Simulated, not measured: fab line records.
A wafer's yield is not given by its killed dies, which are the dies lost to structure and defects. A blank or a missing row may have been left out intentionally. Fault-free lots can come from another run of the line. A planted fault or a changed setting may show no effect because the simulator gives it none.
Which tool is to blame? | flow sky130 | 13 lots with 39 wafers sampled at 7 steps, on a route of 708 steps

== WHAT THE GAUGES SHOWED, per wafer ==
SKY_POLY_GATE_THK_MEAS_04. Usual: for POLY_GATE_CVD_03_THK the level is 75.0 nm and the standard deviation is 0.7.
lot  | measured     | on            | POLY_GATE_CVD_03_THK (nm) | flag
L835 | day 15 06:49 | film_metro-03 | 75.5 75.4 75.5            |
L836 | day 15 16:25 | film_metro-03 | 74.0 74.3 73.3            |
L838 | day 16 19:50 | film_metro-04 | 98.3 98.8 98.8            | OFF
L846 | day 19 11:05 | film_metro-03 | 75.7 76.2 76.5            |
L847 | day 19 21:19 | film_metro-01 | 75.7 75.9 76.7            |
L848 | day 20 03:37 | film_metro-03 | 74.9 74.5 76.2            |
L849 | day 20 14:59 | film_metro-04 | 75.1 74.8 75.0            |
L850 | day 20 18:41 | film_metro-04 | 74.8 74.3 74.8            |
L851 | day 21 09:56 | film_metro-04 | 73.5 74.0 73.9            |
L853 | day 22 04:52 | film_metro-04 | 74.9 74.6 74.4            |
L855 | day 22 18:00 | film_metro-01 | 74.1 73.8 74.0            |
L856 | day 23 05:50 | film_metro-04 | 75.2 75.4 75.1            |
L857 | day 23 09:59 | film_metro-03 | 74.8 73.9 74.9            |

SKY_VIA3_THK_MEAS_01. Usual: for VIA3_HDPCVD_THK the level is 1629 nm and the standard deviation is 19.
lot  | measured     | on            | VIA3_HDPCVD_THK (nm) | flag
L835 | day 38 16:44 | film_metro-04 | 1634 1608 1625       |
L836 | day 39 03:31 | film_metro-03 | 1623 1630 1639       |
L838 | day 39 23:11 | film_metro-04 | 1671 1635 1641       |
L846 | day 42 04:04 | film_metro-04 | 1649 1649 1647       |
L847 | day 42 11:08 | film_metro-04 | 1621 1610 1627       |
L848 | day 42 16:26 | film_metro-03 | 1623 1633 1633       |
L849 | day 42 23:23 | film_metro-03 | 1638 1616 1620       |
L850 | day 43 00:50 | film_metro-03 | 1619 1618 1647       |
L851 | day 43 14:44 | film_metro-04 | 1577 1622 1628       |
L853 | day 44 03:55 | film_metro-03 | 1645 1630 1621       |
L855 | day 44 11:42 | film_metro-04 | 1648 1614 1607       |
L856 | day 44 20:02 | film_metro-03 | 1632 1624 1630       |
L857 | day 45 00:58 | film_metro-01 | 1646 1611 1620       |

== WHICH TOOL RAN EACH LOT (tool, then ch and the chambers of the sampled wafers, then the start) ==
lot  | SKY_POLY_GATE_CVD_03        | SKY_POLY_GATE_ETCH_16              | SKY_POLY_CUT_ETCH_11               | SKY_VIA1_ETCH_14                   | SKY_METAL3_STRIP_19
L835 | lpcvd-02 ch 0, day 15 05:26 | rie_diel-01 ch 2,3, day 16 09:52   | rie_diel-04 ch 0,1,2, day 24 08:52 | rie_diel-04 ch 0,1,2, day 34 02:29 | plasma_asher-02 ch 0,1, day 38 15:58
L836 | lpcvd-02 ch 1, day 15 15:02 | rie_diel-03 ch 0,1,3, day 16 20:40 | rie_diel-02 ch 1,2, day 24 20:44   | rie_diel-04 ch 1,2, day 34 12:41   | plasma_asher-03 ch 0,1, day 39 02:47
L838 | lpcvd-02 ch 0, day 16 18:29 | rie_diel-01 ch 1,2,3, day 18 01:49 | rie_diel-04 ch 0,1,3, day 26 00:02 | rie_diel-04 ch 2,3, day 35 10:50   | plasma_asher-02 ch 0,1, day 39 22:25
L846 | lpcvd-02 ch 0, day 19 09:44 | rie_diel-04 ch 1,2,3, day 20 18:24 | rie_diel-01 ch 0,2, day 28 11:45   | rie_diel-02 ch 0,1,3, day 37 20:11 | plasma_asher-03 ch 0,1, day 42 03:19
L847 | lpcvd-02 ch 1, day 19 19:56 | rie_diel-03 ch 0,2, day 21 04:27   | rie_diel-04 ch 1,2, day 28 20:07   | rie_diel-02 ch 1,2,3, day 38 00:59 | plasma_asher-01 ch 0,1, day 42 10:22
L848 | lpcvd-02 ch 1, day 20 02:14 | rie_diel-01 ch 0,1,2, day 21 11:01 | rie_diel-04 ch 0,1,3, day 29 01:07 | rie_diel-02 ch 0,1,3, day 38 08:47 | plasma_asher-03 ch 0,1, day 42 15:41
L849 | lpcvd-02 ch 1, day 20 13:38 | rie_diel-01 ch 0,1,2, day 21 22:33 | rie_diel-01 ch 0,1,2, day 29 13:10 | rie_diel-02 ch 0,2,3, day 38 16:20 | plasma_asher-03 ch 0,1, day 42 22:34
L850 | lpcvd-02 ch 1, day 20 17:19 | rie_diel-03 ch 0,3, day 22 02:22   | rie_diel-01 ch 0,3, day 29 14:25   | rie_diel-02 ch 0,1,3, day 38 19:17 | plasma_asher-01 ch 0,1, day 43 00:01
L851 | lpcvd-02 ch 1, day 21 07:53 | rie_diel-04 ch 0,1,3, day 22 17:10 | rie_diel-04 ch 2,3, day 30 06:02   | rie_diel-03 ch 1,3, day 39 10:08   | plasma_asher-01 ch 0,1, day 43 13:59
L853 | lpcvd-02 ch 1, day 22 02:49 | rie_diel-01 ch 1,2,3, day 23 11:28 | rie_diel-01 ch 0,1,3, day 30 23:13 | rie_diel-03 ch 0,1,2, day 39 22:56 | plasma_asher-03 ch 0,1, day 44 02:44
L855 | lpcvd-02 ch 0, day 22 15:57 | rie_diel-01 ch 0,2,3, day 24 00:33 | rie_diel-04 ch 0,1,3, day 31 11:37 | rie_diel-04 ch 2,3, day 40 08:38   | plasma_asher-01 ch 0,1, day 44 10:57
L856 | lpcvd-02 ch 0, day 23 03:48 | rie_diel-04 ch 0,2,3, day 24 12:46 | rie_diel-02 ch 0,1,3, day 31 18:46 | rie_diel-04 ch 0,2,3, day 40 16:14 | plasma_asher-03 ch 0,1, day 44 19:16
L857 | lpcvd-02 ch 1, day 23 07:56 | rie_diel-04 ch 1,2,3, day 24 16:42 | rie_diel-04 ch 0,1,3, day 32 00:52 | rie_diel-03 ch 0,1,2, day 40 22:05 | plasma_asher-03 ch 0,1, day 44 23:52
- SKY_POLY_GATE_CVD_03: deposits Si3N4 from DCS/NH3, target thk 75 nm, time 1290 s.
- SKY_POLY_GATE_ETCH_16: etches Si3N4 in CH3F/O2, stops on poly-Si, time 147.5 s, target depth 75 nm.
- SKY_POLY_CUT_ETCH_11: etches Si3N4 in CF4/CH2F2/Ar, stops on poly-Si, time 42.5 s, target depth 60 nm.
- SKY_VIA1_ETCH_14: etches BARC in N2/H2, stops on SiO2, time 45.9 s, target depth 60 nm.
- SKY_METAL3_STRIP_19: strips in O2/N2.

== WHAT THE TOOLS THEMSELVES READ (means of the sampled wafers that have a number; where no wafer has one, the mark that the record gives instead) ==
SKY_POLY_GATE_CVD_03. Usual: spike_tc_bottom_C reads 787 C (standard deviation 3.6).
lot  | tool     | spike_tc_bottom_C (C) | flag
L835 | lpcvd-02 | 782                   |
L836 | lpcvd-02 | 789                   |
L838 | lpcvd-02 | 782                   |
L846 | lpcvd-02 | 781                   |
L847 | lpcvd-02 | 789                   |
L848 | lpcvd-02 | 790                   |
L849 | lpcvd-02 | 789                   |
L850 | lpcvd-02 | 789                   |
L851 | lpcvd-02 | 789                   |
L853 | lpcvd-02 | 789                   |
L855 | lpcvd-02 | 782                   |
L856 | lpcvd-02 | 781                   |
L857 | lpcvd-02 | 789                   |

SKY_POLY_GATE_ETCH_16. Usual: drypump_motor_current_A 5.6 A, standard deviation 0.41; oes_product_au 0.641 a.u., standard deviation 0.0051; rf_fwd_power_W 398.6 W, standard deviation 1.4; throttle_valve_pct 10.533 %, standard deviation 0.0096.
lot  | tool        | drypump_motor_current_A (A) | oes_product_au (a.u.) | rf_fwd_power_W (W) | throttle_valve_pct (%) | flag
L835 | rie_diel-01 | 5.6                         | 0.638                 | 399.7              | 10.539                 |
L836 | rie_diel-03 | 5.7                         | 0.636                 | 399.0              | 10.520                 |
L838 | rie_diel-01 | 5.8                         | 0.724                 | 398.7              | 10.551                 | OFF
L846 | rie_diel-04 | 5.5                         | 0.645                 | 397.2              | 10.530                 |
L847 | rie_diel-03 | 5.2                         | 0.646                 | 398.3              | 10.532                 |
L848 | rie_diel-01 | 5.8                         | 0.648                 | 399.9              | 10.538                 |
L849 | rie_diel-01 | 5.8                         | 0.640                 | 398.1              | 10.531                 |
L850 | rie_diel-03 | 5.9                         | 0.642                 | 398.7              | 10.523                 |
L851 | rie_diel-04 | 5.9                         | 0.637                 | 398.1              | 10.533                 |
L853 | rie_diel-01 | 5.7                         | 0.640                 | 398.8              | 10.526                 |
L855 | rie_diel-01 | 5.6                         | 0.636                 | 399.7              | 10.541                 |
L856 | rie_diel-04 | 5.7                         | 0.639                 | 398.4              | 10.527                 |
L857 | rie_diel-04 | 5.5                         | 0.634                 | 398.6              | 10.533                 |

SKY_POLY_CUT_ETCH_11. Usual: drypump_motor_current_A 5.6 A, standard deviation 0.41; oes_product_au 0.829 a.u., standard deviation 0.0061; rf_fwd_power_W 593.8 W, standard deviation 2.3; throttle_valve_pct 14.993 %, standard deviation 0.0084.
lot  | tool        | drypump_motor_current_A (A) | oes_product_au (a.u.) | rf_fwd_power_W (W) | throttle_valve_pct (%) | flag
L835 | rie_diel-04 | 5.6                         | 0.830                 | 594.6              | 14.996                 |
L836 | rie_diel-02 | 5.4                         | 0.826                 | 592.4              | 14.992                 |
L838 | rie_diel-04 | 5.9                         | 0.970                 | 593.5              | 15.013                 | OFF
L846 | rie_diel-01 | 5.7                         | 0.837                 | 594.0              | 14.993                 |
L847 | rie_diel-04 | 5.4                         | 0.836                 | 595.4              | 15.000                 |
L848 | rie_diel-04 | 5.9                         | 0.829                 | 592.5              | 14.990                 |
L849 | rie_diel-01 | 5.8                         | 0.829                 | 595.7              | 15.001                 |
L850 | rie_diel-01 | 5.6                         | 0.828                 | 593.9              | 14.999                 |
L851 | rie_diel-04 | 5.4                         | 0.825                 | 592.0              | 14.994                 |
L853 | rie_diel-01 | 5.7                         | 0.826                 | 594.2              | 14.996                 |
L855 | rie_diel-04 | 5.9                         | 0.824                 | 593.8              | 14.996                 |
L856 | rie_diel-02 | 5.1                         | 0.828                 | 592.4              | 14.986                 |
L857 | rie_diel-04 | 5.9                         | 0.828                 | 593.7              | 14.996                 |

SKY_VIA1_ETCH_14. Usual: drypump_motor_current_A 5.4 A, standard deviation 0.46; h2_flow_sccm 200.0 sccm, standard deviation 0.58; oes_product_au 0.854 a.u., standard deviation 0.0047; rf_fwd_power_W 495.2 W, standard deviation 2.1; throttle_valve_pct 13.225 %, standard deviation 0.0094.
lot  | tool        | drypump_motor_current_A (A) | h2_flow_sccm (sccm) | oes_product_au (a.u.) | rf_fwd_power_W (W) | throttle_valve_pct (%) | flag
L835 | rie_diel-04 | 5.5                         | 199.8               | 0.849                 | 494.3              | 13.222                 |
L836 | rie_diel-04 | 5.4                         | 200.4               | 0.853                 | 494.5              | 13.220                 |
L838 | rie_diel-04 | 5.4                         | 199.5               | 0.850                 | 494.7              | 13.223                 |
L846 | rie_diel-02 | 5.1                         | 200.5               | 0.856                 | 494.3              | 13.218                 |
L847 | rie_diel-02 | 5.1                         | 199.9               | 0.852                 | 495.3              | 13.235                 |
L848 | rie_diel-02 | 5.1                         | 200.5               | 0.856                 | 495.0              | 13.229                 |
L849 | rie_diel-02 | 5.1                         | 200.3               | 0.852                 | 493.3              | 13.231                 |
L850 | rie_diel-02 | 5.1                         | 199.7               | 0.850                 | 496.5              | 13.231                 |
L851 | rie_diel-03 | 5.4                         | 199.6               | 0.852                 | 496.5              | 13.227                 |
L853 | rie_diel-03 | 5.4                         | 200.5               | 0.854                 | 495.7              | 13.227                 |
L855 | rie_diel-04 | 5.4                         | 200.0               | 0.861                 | 493.8              | 13.227                 |
L856 | rie_diel-04 | 5.7                         | 199.9               | 0.857                 | 496.5              | 13.235                 |
L857 | rie_diel-03 | 5.4                         | 200.0               | 0.855                 | 494.6              | 13.226                 |

SKY_METAL3_STRIP_19. Usual: drypump_motor_current_A 5.6 A, standard deviation 0.46; oes_product_au 0.501 a.u., standard deviation 0.0059; strip_time_to_endpoint_s 6.52 s, standard deviation 0.089.
lot  | tool            | drypump_motor_current_A (A) | oes_product_au (a.u.) | strip_time_to_endpoint_s (s) | flag
L835 | plasma_asher-02 | 6.0                         | 0.502                 | 6.46                         |
L836 | plasma_asher-03 | 5.7                         | 0.502                 | 6.55                         |
L838 | plasma_asher-02 | 6.2                         | 0.497                 | 6.46                         |
L846 | plasma_asher-03 | 5.7                         | 0.500                 | 6.48                         |
L847 | plasma_asher-01 | 5.2                         | 0.500                 | 6.52                         |
L848 | plasma_asher-03 | 6.0                         | 0.501                 | 6.53                         |
L849 | plasma_asher-03 | 6.0                         | 0.495                 | 6.45                         |
L850 | plasma_asher-01 | 5.3                         | 0.505                 | 6.59                         |
L851 | plasma_asher-01 | 5.3                         | 0.500                 | 6.45                         |
L853 | plasma_asher-03 | 5.7                         | 0.501                 | 6.51                         |
L855 | plasma_asher-01 | 5.4                         | 0.506                 | 6.59                         |
L856 | plasma_asher-03 | 6.0                         | 0.504                 | 6.48                         |
L857 | plasma_asher-03 | 5.7                         | 0.499                 | 6.49                         |

== THE ANSWER, worked out from the rows above alone ==
Rule: a lot counts as off when the mean over its wafers that have a number is more than 3 standard deviations away from the usual mean. Also off: a lot with no number at a reading for which 4 or more lots have one. Where the step has rows for the other lots, those lots are counted as sound. The gauges are gone through in route order, then the tools' own readings, and for those a lot's mean is taken as printed above. At the first step where some lot is off, the reading lying furthest off is the one used; lots without a number count as furthest.
Off: L838, at SKY_POLY_GATE_THK_MEAS_04 (POLY_GATE_CVD_03_THK).
If a tool, at a process step before that reading, ran all the lots that are off and no sound lot after the first of them, it fits. Not tried: the gauges at SKY_POLY_GATE_THK_MEAS_04; whatever is off there is also off at SKY_POLY_GATE_ETCH_16, on other tools, and gauge error can't account for it. Of those tried, none fits.

== WHAT THE SIMULATOR HAD INSERTED ==
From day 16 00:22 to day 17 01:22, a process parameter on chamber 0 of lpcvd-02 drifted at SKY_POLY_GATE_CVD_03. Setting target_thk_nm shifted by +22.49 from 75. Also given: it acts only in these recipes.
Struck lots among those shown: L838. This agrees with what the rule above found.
